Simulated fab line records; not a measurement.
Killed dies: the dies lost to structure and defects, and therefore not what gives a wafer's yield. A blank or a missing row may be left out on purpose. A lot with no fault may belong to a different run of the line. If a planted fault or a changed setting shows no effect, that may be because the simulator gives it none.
Which tool did it? / flow gf180mcu / Sampling: 13 lots, 39 wafers, 5 of 602 route steps

== WHAT THE GAUGES READ, wafer by wafer ==
GF_HV_LDD_THK_MEAS_57. Usual: for HV_LDD_CVD_56_THK the level is 89.7 nm and the standard deviation is 0.76.
lot=L644; measured=day 12 22:21; on=film metro-02; HV_LDD_CVD_56_THK (nm)=90.6 89.6 90.2; flag=
lot=L645; measured=day 13 03:19; on=film metro-04; HV_LDD_CVD_56_THK (nm)=90.7 90.4 90.8; flag=
lot=L646; measured=day 13 14:03; on=film metro-04; HV_LDD_CVD_56_THK (nm)=88.8 89.9 89.7; flag=
lot=L647; measured=day 13 20:39; on=film metro-04; HV_LDD_CVD_56_THK (nm)=90.7 91.1 90.7; flag=
lot=L650; measured=day 15 02:36; on=film metro-02; HV_LDD_CVD_56_THK (nm)=91.2 90.6 90.3; flag=
lot=L651; measured=day 15 05:05; on=film metro-02; HV_LDD_CVD_56_THK (nm)=89.1 89.7 88.9; flag=
lot=L652; measured=day 15 18:04; on=film metro-02; HV_LDD_CVD_56_THK (nm)=91.1 90.1 89.9; flag=
lot=L653; measured=day 16 03:12; on=film metro-02; HV_LDD_CVD_56_THK (nm)=88.8 88.9 88.9; flag=
lot=L661; measured=day 18 13:24; on=film metro-04; HV_LDD_CVD_56_THK (nm)=89.0 89.0 89.5; flag=
lot=L662; measured=day 19 03:22; on=film metro-04; HV_LDD_CVD_56_THK (nm)=88.9 89.3 89.0; flag=
lot=L663; measured=day 19 06:48; on=film metro-04; HV_LDD_CVD_56_THK (nm)=90.6 91.0 90.9; flag=
lot=L664; measured=day 19 16:24; on=film metro-04; HV_LDD_CVD_56_THK (nm)=88.6 88.8 89.5; flag=
lot=L665; measured=day 20 00:54; on=film metro-02; HV_LDD_CVD_56_THK (nm)=90.1 89.9 88.8; flag=

GF_PSD_TW_MEAS_11. Usual: for PSD_TW the level is 3179 and the standard deviation is 19.
lot=L644; measured=day 14 16:06; on=film metro-02; PSD_TW=3145 3152 3154; flag=
lot=L645; measured=day 14 21:44; on=film metro-03; PSD_TW=3172 3173 3175; flag=
lot=L646; measured=day 15 21:50; on=film metro-03; PSD_TW=3201 3164 3192; flag=
lot=L647; measured=day 15 16:20; on=film metro-03; PSD_TW=3211 3172 3185; flag=
lot=L650; measured=day 16 23:24; on=film metro-01; PSD_TW=3191 3191 3191; flag=
lot=L651; measured=day 17 02:23; on=film metro-02; PSD_TW=3193 3187 3175; flag=
lot=L652; measured=day 17 15:04; on=film metro-03; PSD_TW=3215 3190 3192; flag=
lot=L653; measured=day 18 00:35; on=film metro-03; PSD_TW=3187 3166 3171; flag=
lot=L661; measured=day 20 13:30; on=film metro-03; PSD_TW=3219 3199 3212; flag=
lot=L662; measured=day 21 03:48; on=film metro-02; PSD_TW=3159 3166 3156; flag=
lot=L663; measured=day 21 08:40; on=film metro-02; PSD_TW=3178 3168 3180; flag=
lot=L664; measured=day 21 17:11; on=film metro-03; PSD_TW=3192 3185 3170; flag=
lot=L665; measured=day 22 01:21; on=film metro-02; PSD_TW=3132 3159 3154; flag=

GF_SAB_CD_MEAS_09 targets a cd of 420 nm. Usual: cd nm at 419.6 nm, with a standard deviation of 2.2.
lot=L644; measured=day 15 13:39; on=cd sem-02; cd nm (nm)=416.4 419.7 417.2; flag=
lot=L645; measured=day 15 20:06; on=cd sem-01; cd nm (nm)=419.1 418.9 421.3; flag=
lot=L646; measured=day 16 20:27; on=cd sem-01; cd nm (nm)=419.5 419.0 420.0; flag=
lot=L647; measured=day 16 15:26; on=cd sem-02; cd nm (nm)=417.1 415.5 418.0; flag=
lot=L650; measured=day 17 21:48; on=cd sem-02; cd nm (nm)=419.5 420.5 419.3; flag=
lot=L651; measured=day 18 00:47; on=cd sem-02; cd nm (nm)=418.9 418.7 419.7; flag=
lot=L652; measured=day 18 14:49; on=cd sem-01; cd nm (nm)=422.3 422.2 422.9; flag=
lot=L653; measured=day 19 00:17; on=cd sem-02; cd nm (nm)=420.2 419.2 422.1; flag=
lot=L661; measured=day 21 13:54; on=cd sem-01; cd nm (nm)=417.9 420.7 419.2; flag=
lot=L662; measured=day 22 04:12; on=cd sem-02; cd nm (nm)=423.5 423.1 420.5; flag=
lot=L663; measured=day 22 08:45; on=cd sem-01; cd nm (nm)=418.1 419.6 421.2; flag=
lot=L664; measured=day 22 16:56; on=cd sem-01; cd nm (nm)=417.4 415.5 414.5; flag=
lot=L665; measured=day 22 23:36; on=cd sem-02; cd nm (nm)=422.3 422.4 422.9; flag=

GF_CONTACT_THK_MEAS_01. Usual: for CONTACT_CVD_00_THK the level is 300 nm and the standard deviation is 3.4.
lot=L644; measured=day 15 14:44; on=film metro-04; CONTACT_CVD_00_THK (nm)=305 306 304; flag=
lot=L645; measured=day 15 21:10; on=film metro-02; CONTACT_CVD_00_THK (nm)=292 303 299; flag=
lot=L646; measured=day 16 21:31; on=film metro-04; CONTACT_CVD_00_THK (nm)=300 302 301; flag=
lot=L647; measured=day 16 16:40; on=film metro-01; CONTACT_CVD_00_THK (nm)=298 298 301; flag=
lot=L650; measured=day 17 22:53; on=film metro-01; CONTACT_CVD_00_THK (nm)=301 300 306; flag=
lot=L651; measured=day 18 01:49; on=film metro-01; CONTACT_CVD_00_THK (nm)=253 259 255; flag=OFF
lot=L652; measured=day 18 15:52; on=film metro-01; CONTACT_CVD_00_THK (nm)=255 254 260; flag=OFF
lot=L653; measured=day 19 01:20; on=film metro-04; CONTACT_CVD_00_THK (nm)=255 256 255; flag=OFF
lot=L661; measured=day 21 14:58; on=film metro-02; CONTACT_CVD_00_THK (nm)=301 299 292; flag=
lot=L662; measured=day 22 05:26; on=film metro-02; CONTACT_CVD_00_THK (nm)=298 301 296; flag=
lot=L663; measured=day 22 09:49; on=film metro-01; CONTACT_CVD_00_THK (nm)=295 299 294; flag=
lot=L664; measured=day 22 17:59; on=film metro-01; CONTACT_CVD_00_THK (nm)=298 295 297; flag=
lot=L665; measured=day 23 00:49; on=film metro-01; CONTACT_CVD_00_THK (nm)=295 300 299; flag=

== WHICH TOOL RAN EACH LOT (tool, then ch and the chambers of the sampled wafers, then the start) ==
lot=L644; GF_CONTACT_CVD_00=hdpcvd-01 ch 1,2, day 15 14:41
lot=L645; GF_CONTACT_CVD_00=hdpcvd-01 ch 0,1,2, day 15 21:07
lot=L646; GF_CONTACT_CVD_00=hdpcvd-01 ch 0,1,2, day 16 21:28
lot=L647; GF_CONTACT_CVD_00=hdpcvd-02 ch 1, day 16 16:36
lot=L650; GF_CONTACT_CVD_00=hdpcvd-02 ch 0,2, day 17 22:51
lot=L651; GF_CONTACT_CVD_00=hdpcvd-01 ch 0,1, day 18 01:46
lot=L652; GF_CONTACT_CVD_00=hdpcvd-01 ch 0,1,2, day 18 15:49
lot=L653; GF_CONTACT_CVD_00=hdpcvd-01 ch 0,1,2, day 19 01:17
lot=L661; GF_CONTACT_CVD_00=hdpcvd-02 ch 0,1, day 21 14:55
lot=L662; GF_CONTACT_CVD_00=hdpcvd-02 ch 0,2, day 22 05:23
lot=L663; GF_CONTACT_CVD_00=hdpcvd-01 ch 1,2, day 22 09:46
lot=L664; GF_CONTACT_CVD_00=hdpcvd-01 ch 0,1,2, day 22 17:55
lot=L665; GF_CONTACT_CVD_00=hdpcvd-01 ch 0,1,2, day 23 00:47
- GF_CONTACT_CVD_00: deposits SiO2, target thk 300 nm, time 50 s.

== WHAT THE TOOLS THEMSELVES READ (means of the sampled wafers that have a number; where no wafer has one, the mark that the record gives instead) ==
GF_CONTACT_CVD_00. Usual: sih4 flow sccm at 59.97 sccm, with a standard deviation of 0.17.
lot=L644; tool=hdpcvd-01; sih4 flow sccm (sccm)=59.96; flag=
lot=L645; tool=hdpcvd-01; sih4 flow sccm (sccm)=59.97; flag=
lot=L646; tool=hdpcvd-01; sih4 flow sccm (sccm)=59.95; flag=
lot=L647; tool=hdpcvd-02; sih4 flow sccm (sccm)=60.04; flag=
lot=L650; tool=hdpcvd-02; sih4 flow sccm (sccm)=60.20; flag=
lot=L651; tool=hdpcvd-01; sih4 flow sccm (sccm)=51.00; flag=OFF
lot=L652; tool=hdpcvd-01; sih4 flow sccm (sccm)=50.90; flag=OFF
lot=L653; tool=hdpcvd-01; sih4 flow sccm (sccm)=51.14; flag=OFF
lot=L661; tool=hdpcvd-02; sih4 flow sccm (sccm)=59.85; flag=
lot=L662; tool=hdpcvd-02; sih4 flow sccm (sccm)=59.92; flag=
lot=L663; tool=hdpcvd-01; sih4 flow sccm (sccm)=60.15; flag=
lot=L664; tool=hdpcvd-01; sih4 flow sccm (sccm)=59.91; flag=
lot=L665; tool=hdpcvd-01; sih4 flow sccm (sccm)=59.99; flag=

== THE ANSWER, worked out from the rows above alone ==
Rule: take the mean of a lot's wafers that have a number; if it is more than 3 standard deviations from the usual mean, the lot is off. A lot without any number at a reading at which 4 lots or more have one is off too. Any other lot the step has rows for is counted as sound. First the gauges in route order, then the tools' own readings, where a lot's mean is used as printed above. At the first step where some lot is off, the reading lying furthest off is the one used; lots without a number count as furthest.
Off: at GF_CONTACT_THK_MEAS_01 (CONTACT_CVD_00_THK), L651, L652, L653.
If a tool, at a process step before that reading, ran all the lots that are off and no sound lot after the first of them, it fits. Not tried: the gauges at GF_CONTACT_THK_MEAS_01; whatever is off there is also off at GF_CONTACT_CVD_00, on other tools, and gauge error can't account for it. Of those tried, none fits.

== WHAT THE SIMULATOR HAD PUT IN ==
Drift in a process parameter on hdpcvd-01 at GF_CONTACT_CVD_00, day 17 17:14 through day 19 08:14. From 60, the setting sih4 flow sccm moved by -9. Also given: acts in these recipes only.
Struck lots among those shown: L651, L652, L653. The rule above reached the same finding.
